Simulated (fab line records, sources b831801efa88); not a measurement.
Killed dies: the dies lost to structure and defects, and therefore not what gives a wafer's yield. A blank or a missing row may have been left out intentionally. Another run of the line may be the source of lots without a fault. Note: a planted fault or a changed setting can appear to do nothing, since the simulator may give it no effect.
fab line records | flow sky130
[record] lots = 11 | wafers = 33 | last_day = 50
route steps=708 shown LI_CONTACT@382 LOCAL_INTERCONNECT@398 CONTACT@411
lots that met no fault: from a run of the same line without faults
start_h: hours from the record's first day to the start of the lot's first wafer shown | wait_h: hours from the lot's prior step to this one | " as in the row above | L1.1+2: one row covering several wafers at once | - no value, or no start given | * or withheld: withheld | < > ~ a bound
route shown NAME@n: a module of which the file shows steps, and the number in the route of the first | usual: average and standard deviation across the fault-free wafers | same: alike in all rows | chamber/n: place in a boat | sites: readings site by site | _std_site: standard deviation across them | _edge_site: mean of outer sites minus mean of inner sites | radius_mm: how far each site lies from the wafer's centre | mask NAME#n: copy n | behind: the most recent tool/chamber to have shaped the wafer | hold: what put the lot on hold/how long, in hours/how the hold closed | device: the transistor (n, p or np) that didn't switch | end of line: the tests these same wafers got at the end of their route | for a step that has no rows: nothing shown but its recipe | killed: the dies lost at the first sort to structure and to defects; this is not the yield of the wafer | map: per-die view of a wafer (x killed, . not killed, _ where there is no die)
set.NAME: the setting that was run; set.NAME@STEP: the one run at that earlier step | model.NAME: the simulator's own value behind a step, which no gauge read
steps of the route over a sample of lots; a table a step, a row a wafer
services: from which hour (start_h, from the record's first day; less than 0 if before it) a tool's chamber was out of use, for how many hours, and why
[[steps]]
[step SKY_LI_CONTACT_SPUTTER_20]
[recipe] material = TiN | target_thk_nm = 20 | chamber_pressure_pa = 5 | power_w = 4000 | time_s = 80
[usual] chamber_pressure_pa = 5.000/0.0094 | throttle_valve_pct = 29.8/0.85
lot.wafer | tool           | chamber | start_h | wait_h | chamber_pressure_pa | throttle_valve_pct
L121.2    | pvd_sputter-04 | -       | 672.43  | 0.0    | 5.005               | 29.6
L121.3    | "              | -       | "       | "      | 4.986               | 30.9
L121.4    | "              | -       | "       | "      | 4.994               | 29.7
L123.1    | pvd_sputter-04 | -       | 689.04  | 0.0    | 5.002               | 30.9
L123.2    | "              | -       | "       | "      | 5.007               | 29.4
L123.6    | "              | -       | "       | "      | 4.995               | 29.8
L124.2    | pvd_sputter-03 | -       | 701.77  | 0.0    | 4.998               | 29.1
L124.4    | "              | -       | "       | "      | 5.011               | 30.2
L124.6    | "              | -       | "       | "      | 5.005               | 29.3
L126.1    | pvd_sputter-04 | -       | 717.42  | 0.0    | 5.011               | 31.0
L126.3    | "              | -       | "       | "      | 4.991               | 29.9
L126.4    | "              | -       | "       | "      | 5.016               | 29.4
L128.1    | pvd_sputter-03 | -       | 737.02  | 0.0    | 4.993               | 29.4
L128.4    | "              | -       | "       | "      | 4.986               | 29.3
L128.6    | "              | -       | "       | "      | 5.016               | 30.2
L129.3    | pvd_sputter-04 | -       | 738.14  | 0.0    | 5.003               | 29.7
L129.4    | "              | -       | "       | "      | 4.998               | 29.9
L129.6    | "              | -       | "       | "      | 5.007               | 30.9
L130.2    | pvd_sputter-03 | -       | 764.47  | 0.0    | 4.997               | 29.1
L130.4    | "              | -       | "       | "      | 5.010               | 30.7
L130.5    | "              | -       | "       | "      | 4.993               | 30.8
L138.2    | pvd_sputter-04 | -       | 816.38  | 0.0    | 5.011               | 30.9
L138.5    | "              | -       | "       | "      | 5.000               | 30.5
L138.6    | "              | -       | "       | "      | 5.006               | 30.7
L141.4    | pvd_sputter-01 | -       | 844.58  | 0.0    | 5.005               | 29.0
L141.5    | "              | -       | "       | "      | 5.006               | 29.6
L141.6    | "              | -       | "       | "      | 5.004               | 30.4
L144.1    | pvd_sputter-01 | -       | 851.67  | 0.0    | 4.988               | 28.0
L144.4    | "              | -       | "       | "      | 5.011               | 28.9
L144.5    | "              | -       | "       | "      | 4.995               | 28.9
L143.2    | pvd_sputter-01 | -       | 853.47  | 0.0    | 5.000               | 29.1
L143.3    | "              | -       | "       | "      | 4.993               | 28.0
L143.4    | "              | -       | "       | "      | 4.997               | 30.7
[step SKY_LOCAL_INTERCONNECT_CD_MEAS_11]
[recipe] target_cd_nm = 170
[usual] cd_nm = 169.1/1.5
lot.wafer | tool      | chamber | start_h | wait_h | cd_nm
L121.2    | cd_sem-02 | -       | 701.36  | -      | 169.0
L121.3    | "         | -       | "       | "      | 168.2
L121.4    | "         | -       | "       | "      | 166.2
L123.1    | cd_sem-02 | -       | 717.39  | -      | 169.3
L123.2    | "         | -       | "       | "      | 168.7
L123.6    | "         | -       | "       | "      | 169.1
L124.2    | cd_sem-02 | -       | 730.45  | -      | 169.0
L124.4    | "         | -       | "       | "      | 169.4
L124.6    | "         | -       | "       | "      | 171.5
L126.1    | cd_sem-01 | -       | 746.18  | -      | 168.1
L126.3    | "         | -       | "       | "      | 168.3
L126.4    | "         | -       | "       | "      | 169.4
L128.1    | cd_sem-02 | -       | 765.62  | -      | 172.0
L128.4    | "         | -       | "       | "      | 172.8
L128.6    | "         | -       | "       | "      | 171.8
L129.3    | cd_sem-01 | -       | 767.11  | -      | 171.7
L129.4    | "         | -       | "       | "      | 172.8
L129.6    | "         | -       | "       | "      | 172.3
L130.2    | cd_sem-01 | -       | 791.09  | -      | 168.4
L130.4    | "         | -       | "       | "      | 168.8
L130.5    | "         | -       | "       | "      | 168.9
L138.2    | cd_sem-01 | -       | 843.59  | -      | 167.6
L138.5    | "         | -       | "       | "      | 168.3
L138.6    | "         | -       | "       | "      | 167.6
L141.4    | cd_sem-02 | -       | 870.38  | -      | 167.5
L141.5    | "         | -       | "       | "      | 167.2
L141.6    | "         | -       | "       | "      | 168.2
L144.1    | cd_sem-02 | -       | 877.79  | -      | 169.1
L144.4    | "         | -       | "       | "      | 168.8
L144.5    | "         | -       | "       | "      | 171.0
L143.2    | cd_sem-01 | -       | 879.99  | -      | 169.5
L143.3    | "         | -       | "       | "      | 168.7
L143.4    | "         | -       | "       | "      | 169.4
[step SKY_CONTACT_BOW_MEAS_05]
[recipe] mode = bow
[usual] CONTACT_BOW = 81/6.4
lot.wafer | tool          | chamber | start_h | wait_h | CONTACT_BOW[um]
L121.2    | film_metro-01 | -       | 702.76  | 0.3    | 72
L121.3    | "             | -       | "       | "      | 82
L121.4    | "             | -       | "       | "      | 73
L123.1    | film_metro-03 | -       | 718.81  | 0.2    | 86
L123.2    | "             | -       | "       | "      | 79
L123.6    | "             | -       | "       | "      | 75
L124.2    | film_metro-01 | -       | 731.84  | 0.2    | 83
L124.4    | "             | -       | "       | "      | 72
L124.6    | "             | -       | "       | "      | 77
L126.1    | film_metro-03 | -       | 747.57  | 0.2    | 77
L126.3    | "             | -       | "       | "      | 75
L126.4    | "             | -       | "       | "      | 84
L128.1    | film_metro-01 | -       | 767.15  | 0.2    | 97
L128.4    | "             | -       | "       | "      | 68
L128.6    | "             | -       | "       | "      | 81
L129.3    | film_metro-04 | -       | 768.50  | 0.2    | 72
L129.4    | "             | -       | "       | "      | 80
L129.6    | "             | -       | "       | "      | 74
L130.2    | film_metro-03 | -       | 792.50  | 0.1    | 87
L130.4    | "             | -       | "       | "      | 73
L130.5    | "             | -       | "       | "      | 84
L138.2    | film_metro-01 | -       | 845.01  | 0.2    | 88
L138.5    | "             | -       | "       | "      | 86
L138.6    | "             | -       | "       | "      | 75
L141.4    | film_metro-04 | -       | 871.77  | 0.2    | 91
L141.5    | "             | -       | "       | "      | 84
L141.6    | "             | -       | "       | "      | 74
L144.1    | film_metro-04 | -       | 879.18  | 0.2    | 81
L144.4    | "             | -       | "       | "      | 88
L144.5    | "             | -       | "       | "      | 71
L143.2    | film_metro-03 | -       | 881.38  | 0.2    | 72
L143.3    | "             | -       | "       | "      | 68
L143.4    | "             | -       | "       | "      | 90
[step SKY_CONTACT_CVD_24]
[recipe] material = W | target_thk_nm = 340 | time_s = 102.12 | temp_c = 400 | pressure_torr = 40
[usual] chamber_pressure_Torr = 39.99/0.081 | heater_power_w = 880/85
lot.wafer | tool     | chamber | start_h | wait_h | chamber_pressure_Torr | heater_power_w
L121.2    | cvd_w-02 | 1       | 731.32  | 0.0    | 40.01                 | 920
L121.3    | "        | 1       | "       | "      | 40.07                 | 923
L121.4    | "        | 0       | "       | "      | 39.94                 | 1003
L123.1    | cvd_w-01 | 0       | 748.29  | 0.0    | 39.89                 | 845
L123.2    | "        | 1       | "       | "      | 39.84                 | 772
L123.6    | "        | 0       | "       | "      | 39.79                 | 830
L124.2    | cvd_w-01 | 1       | 761.08  | 0.0    | 40.06                 | 761
L124.4    | "        | 0       | "       | "      | 39.88                 | 847
L124.6    | "        | 1       | "       | "      | 39.92                 | 775
L126.1    | cvd_w-02 | 1       | 775.32  | 0.0    | 39.87                 | 921
L126.3    | "        | 0       | "       | "      | 39.94                 | 993
L126.4    | "        | 1       | "       | "      | 40.07                 | 933
L128.1    | cvd_w-02 | 1       | 794.07  | 0.0    | 40.13                 | 918
L128.4    | "        | 1       | "       | "      | 40.08                 | 931
L128.6    | "        | 0       | "       | "      | 40.04                 | 983
L129.3    | cvd_w-01 | 0       | 796.21  | 0.1    | 39.89                 | 827
L129.4    | "        | 1       | "       | "      | 39.97                 | 783
L129.6    | "        | 0       | "       | "      | 39.91                 | 814
L130.2    | cvd_w-02 | 0       | 818.83  | 0.0    | 39.97                 | 995
L130.4    | "        | 1       | "       | "      | 39.93                 | 927
L130.5    | "        | 0       | "       | "      | 40.06                 | 1009
L138.2    | cvd_w-01 | 0       | 871.71  | 0.0    | 39.99                 | 844
L138.5    | "        | 1       | "       | "      | 39.94                 | 769
L138.6    | "        | 0       | "       | "      | 39.97                 | 846
L141.4    | cvd_w-02 | 0       | 897.81  | 0.1    | 40.00                 | 1007
L141.5    | "        | 1       | "       | "      | 39.88                 | 908
L141.6    | "        | 0       | "       | "      | 40.02                 | 1012
L144.1    | cvd_w-02 | 1       | 905.12  | 0.0    | 39.93                 | 912
L144.4    | "        | 1       | "       | "      | 39.98                 | 921
L144.5    | "        | 1       | "       | "      | 39.91                 | 892
L143.2    | cvd_w-02 | 1       | 907.47  | 0.0    | 40.01                 | 929
L143.3    | "        | 1       | "       | "      | 40.00                 | 926
L143.4    | "        | 0       | "       | "      | 39.95                 | 1021
[step SKY_CONTACT_RS_MEAS_25]
[recipe] thk_meas_gauge = four-point-probe | reads = W_of_CONTACT_CVD_24+TiN_of_CONTACT_SPUTTER_23
[usual] CONTACT_W_RS = 0.340/0.0037
lot.wafer | tool          | chamber | start_h | wait_h | hold                     | CONTACT_W_RS[ohm/sq]
L121.2    | film_metro-04 | -       | 731.45  | 0.1    | -                        | 0.345
L121.3    | "             | -       | "       | "      | -                        | 0.346
L121.4    | "             | -       | "       | "      | -                        | 0.346
L123.1    | film_metro-03 | -       | 748.40  | 0.1    | -                        | 0.337
L123.2    | "             | -       | "       | "      | -                        | 0.339
L123.6    | "             | -       | "       | "      | -                        | 0.336
L124.2    | film_metro-04 | -       | 761.21  | 0.1    | -                        | 0.343
L124.4    | "             | -       | "       | "      | -                        | 0.338
L124.6    | "             | -       | "       | "      | -                        | 0.342
L126.1    | film_metro-03 | -       | 775.43  | 0.1    | -                        | 0.337
L126.3    | "             | -       | "       | "      | -                        | 0.333
L126.4    | "             | -       | "       | "      | -                        | 0.334
L128.1    | film_metro-01 | -       | 794.18  | 0.1    | await_dispo/0.2h/release | 0.438
L128.4    | "             | -       | "       | "      | await_dispo/0.2h/release | 0.446
L128.6    | "             | -       | "       | "      | await_dispo/0.2h/release | 0.347
L128.1    | film_metro-01 | -       | 794.47  | 0.3    | -                        | 0.438
L128.4    | "             | -       | "       | "      | -                        | 0.446
L128.6    | "             | -       | "       | "      | -                        | 0.347
L129.3    | film_metro-03 | -       | 796.32  | 0.1    | -                        | 0.337
L129.4    | "             | -       | "       | "      | -                        | 0.337
L129.6    | "             | -       | "       | "      | -                        | 0.332
L130.2    | film_metro-04 | -       | 818.96  | 0.1    | await_dispo/0.2h/release | 0.344
L130.4    | "             | -       | "       | "      | await_dispo/0.2h/release | 0.431
L130.5    | "             | -       | "       | "      | await_dispo/0.2h/release | 0.340
L130.2    | film_metro-04 | -       | 819.25  | 0.3    | -                        | 0.343
L130.4    | "             | -       | "       | "      | -                        | 0.430
L130.5    | "             | -       | "       | "      | -                        | 0.339
L138.2    | film_metro-03 | -       | 871.84  | 0.1    | -                        | 0.338
L138.5    | "             | -       | "       | "      | -                        | 0.343
L138.6    | "             | -       | "       | "      | -                        | 0.342
L141.4    | film_metro-01 | -       | 897.94  | 0.1    | -                        | 0.342
L141.5    | "             | -       | "       | "      | -                        | 0.339
L141.6    | "             | -       | "       | "      | -                        | 0.338
L144.1    | film_metro-03 | -       | 905.23  | 0.1    | -                        | 0.336
L144.4    | "             | -       | "       | "      | -                        | 0.339
L144.5    | "             | -       | "       | "      | -                        | 0.341
L143.2    | film_metro-03 | -       | 907.60  | 0.1    | -                        | 0.340
L143.3    | "             | -       | "       | "      | -                        | 0.339
L143.4    | "             | -       | "       | "      | -                        | 0.341
[step SKY_CONTACT_THK_MEAS_26]
[recipe] thk_meas_gauge = xrf | reads = W_of_CONTACT_CVD_24
[usual] CONTACT_W_THK = 335/4.7
lot.wafer | tool          | chamber | start_h | wait_h | hold                     | CONTACT_W_THK[nm]
L121.2    | film_metro-04 | -       | 731.56  | 0.1    | -                        | 328
L121.3    | "             | -       | "       | "      | -                        | 327
L121.4    | "             | -       | "       | "      | -                        | 329
L123.1    | film_metro-03 | -       | 748.52  | 0.1    | -                        | 338
L123.2    | "             | -       | "       | "      | -                        | 338
L123.6    | "             | -       | "       | "      | -                        | 340
L124.2    | film_metro-04 | -       | 761.32  | 0.1    | -                        | 331
L124.4    | "             | -       | "       | "      | -                        | 334
L124.6    | "             | -       | "       | "      | -                        | 330
L126.1    | film_metro-03 | -       | 775.55  | 0.1    | -                        | 339
L126.3    | "             | -       | "       | "      | -                        | 346
L126.4    | "             | -       | "       | "      | -                        | 342
L129.3    | film_metro-03 | -       | 796.42  | 0.1    | -                        | 340
L129.4    | "             | -       | "       | "      | -                        | 337
L129.6    | "             | -       | "       | "      | -                        | 341
L128.1    | film_metro-01 | -       | 797.82  | 3.3    | await_dispo/0.2h/release | 261
L128.4    | "             | -       | "       | "      | await_dispo/0.2h/release | 257
L128.6    | "             | -       | "       | "      | await_dispo/0.2h/release | 329
L128.1    | film_metro-01 | -       | 798.04  | 0.2    | -                        | 261
L128.4    | "             | -       | "       | "      | -                        | 256
L128.6    | "             | -       | "       | "      | -                        | 330
L130.2    | film_metro-04 | -       | 820.46  | 1.2    | await_dispo/0.2h/release | 331
L130.4    | "             | -       | "       | "      | await_dispo/0.2h/release | 266
L130.5    | "             | -       | "       | "      | await_dispo/0.2h/release | 336
L130.2    | film_metro-04 | -       | 820.69  | 0.2    | -                        | 331
L130.4    | "             | -       | "       | "      | -                        | 265
L130.5    | "             | -       | "       | "      | -                        | 335
L138.2    | film_metro-03 | -       | 871.95  | 0.1    | -                        | 335
L138.5    | "             | -       | "       | "      | -                        | 331
L138.6    | "             | -       | "       | "      | -                        | 332
L141.4    | film_metro-01 | -       | 898.03  | 0.1    | -                        | 336
L141.5    | "             | -       | "       | "      | -                        | 339
L141.6    | "             | -       | "       | "      | -                        | 341
L144.1    | film_metro-03 | -       | 905.35  | 0.1    | -                        | 337
L144.4    | "             | -       | "       | "      | -                        | 335
L144.5    | "             | -       | "       | "      | -                        | 333
L143.2    | film_metro-03 | -       | 907.71  | 0.1    | -                        | 335
L143.3    | "             | -       | "       | "      | -                        | 336
L143.4    | "             | -       | "       | "      | -                        | 335
[step SKY_CONTACT_CMP_27]
[recipe] stop_on = SiO2 | t_overpolish_s = 15 | down_force_psi = 3.5 | platen_rpm = 60 | target_thk_nm = 0 | pad_velocity_m_s = 0.94248
[usual] motor_current_A = 11.3/0.76 | time_to_endpoint_s = 82.6/2.8
lot.wafer | tool   | chamber | start_h | wait_h | hold                     | motor_current_A | time_to_endpoint_s
L121.2    | cmp-01 | 3       | 731.61  | 0.0    | -                        | 11.9            | 76.6
L121.3    | "      | 1       | "       | "      | -                        | 10.8            | 84.1
L121.4    | "      | 2       | "       | "      | -                        | 10.1            | 81.0
L123.1    | cmp-02 | 3       | 748.63  | 0.1    | -                        | 10.9            | 85.1
L123.2    | "      | 1       | "       | "      | -                        | 11.4            | 82.8
L123.6    | "      | 2       | "       | "      | -                        | 11.3            | 88.2
L124.4    | cmp-02 | 2       | 761.37  | 0.0    | -                        | 11.6            | 81.9
L124.2    | "      | 3       | "       | "      | -                        | 10.5            | 79.4
L124.6    | "      | 3       | "       | "      | -                        | 10.9            | 78.8
L126.3    | cmp-02 | 2       | 775.61  | 0.0    | -                        | 11.1            | 88.4
L126.1    | "      | 0       | "       | "      | -                        | 10.3            | 84.2
L126.4    | "      | 1       | "       | "      | -                        | 11.8            | 83.3
L129.3    | cmp-01 | 3       | 796.51  | 0.1    | -                        | 11.0            | 79.3
L129.4    | "      | 1       | "       | "      | -                        | 11.0            | 82.2
L129.6    | "      | 3       | "       | "      | -                        | 11.5            | 80.5
L128.4    | cmp-01 | 2       | 801.53  | 3.4    | await_dispo/3.4h/release | 10.7            | 60.7
L128.1    | "      | 1       | "       | "      | await_dispo/3.4h/release | 11.0            | 63.7
L128.6    | "      | 3       | "       | "      | await_dispo/3.4h/release | 11.0            | 77.0
L130.2    | cmp-02 | 3       | 822.97  | 2.3    | await_dispo/1.9h/release | 11.7            | 84.9
L130.4    | "      | 0       | "       | "      | await_dispo/1.9h/release | 10.3            | 65.9
L130.5    | "      | 1       | "       | "      | await_dispo/1.9h/release | 11.8            | 82.4
L138.2    | cmp-01 | 1       | 872.01  | 0.0    | -                        | 11.1            | 80.7
L138.6    | "      | 1       | "       | "      | -                        | 10.8            | 82.6
L138.5    | "      | 2       | "       | "      | -                        | 10.7            | 79.7
L141.4    | cmp-02 | 0       | 898.06  | 0.0    | -                        | 9.9             | 83.0
L141.5    | "      | 0       | "       | "      | -                        | 10.5            | 86.1
L141.6    | "      | 1       | "       | "      | -                        | 11.6            | 84.9
L144.4    | cmp-02 | 2       | 905.51  | 0.1    | -                        | 11.7            | 84.7
L144.1    | "      | 3       | "       | "      | -                        | 11.2            | 84.2
L144.5    | "      | 1       | "       | "      | -                        | 11.2            | 84.0
L143.2    | cmp-01 | 3       | 907.76  | 0.0    | -                        | 11.0            | 82.8
L143.3    | "      | 0       | "       | "      | -                        | 13.1            | 81.9
L143.4    | "      | 2       | "       | "      | -                        | 10.8            | 86.2
[[services]]
tool           | chamber | start_h | hours | kind
pvd_sputter-01 | -       | 655.93  | 0.9   | repair
cvd_w-02       | 1       | 675.98  | 7.5   | repair
cmp-02         | -       | 677.96  | 1.3   | repair
cvd_w-01       | 1       | 688.52  | 1.8   | repair
cvd_w-01       | -       | 688.86  | 2.7   | repair
pvd_sputter-03 | -       | 708.86  | 1.9   | repair
cmp-01         | -       | 711.77  | 2.0   | repair
pvd_sputter-03 | -       | 720.91  | 2.2   | repair
cvd_w-02       | -       | 732.99  | 1.2   | repair
cmp-02         | -       | 744.00  | 4.0   | pm
cmp-02         | -       | 748.00  | -     | consumable_replace:conditioner
cmp-02         | -       | 748.00  | -     | consumable_replace:pad
cmp-01         | -       | 761.35  | 9.3   | pm
cmp-02         | -       | 782.87  | 4.0   | repair
cmp-01         | -       | 807.41  | 2.2   | repair
cmp-01         | -       | 818.83  | 0.3   | repair
cmp-02         | -       | 829.82  | 3.9   | repair
cvd_w-01       | 0       | 851.99  | 8.1   | repair
cmp-02         | -       | 864.14  | 9.1   | pm
cmp-01         | -       | 881.58  | 3.0   | repair
pvd_sputter-04 | -       | 885.23  | 8.5   | repair
cvd_w-01       | -       | 903.25  | 0.9   | repair
cvd_w-01       | -       | 904.20  | 14.0  | pm
cvd_w-01       | 0       | 904.20  | 14.0  | vent_cycle
[[key]]
[first_sign] step = SKY_CONTACT_RS_MEAS_25 | reading = visit | direction = added
[effect] step = SKY_CONTACT_RS_MEAS_25 | reading = CONTACT_W_RS | direction = up | sigmas = 27 | usual = 0.340 | struck = 0.438
[effect] step = SKY_CONTACT_THK_MEAS_26 | reading = visit | direction = added
[effect] step = SKY_CONTACT_THK_MEAS_26 | reading = CONTACT_W_THK | direction = down | sigmas = 16 | usual = 335 | struck = 261
[effect] step = SKY_CONTACT_CMP_27 | reading = time_to_endpoint_s | direction = down | sigmas = 6.8 | usual = * | struck = *
met_at SKY_CONTACT_CVD_24
struck_lots L128,L130
struck_wafers L128.1,L128.4,L130.4
tester_left_out L128,L130
not_acting_at SKY_LI_CONTACT_SPUTTER_20,SKY_LOCAL_INTERCONNECT_CD_MEAS_11,SKY_CONTACT_BOW_MEAS_05
onset_between 775.32 794.07
[fault] kind = process_parameter_drift | tool = cvd_w-02 | chamber = 1 | onset_h = 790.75 | steps = SKY_CONTACT_CVD_24 | channel = target_thk_nm | offset = -71.667 | shape = step | end_h = 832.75 | acts_in = these_recipes_only | stated = 340
// tester_left_out: of these lots the tester's yield and bins aren't shown, on N5 and GAA mostly nor the transistor test; their killed dies are dies lost to structure and defects alone, not to doping, threshold or leakage, so they don't give the yield
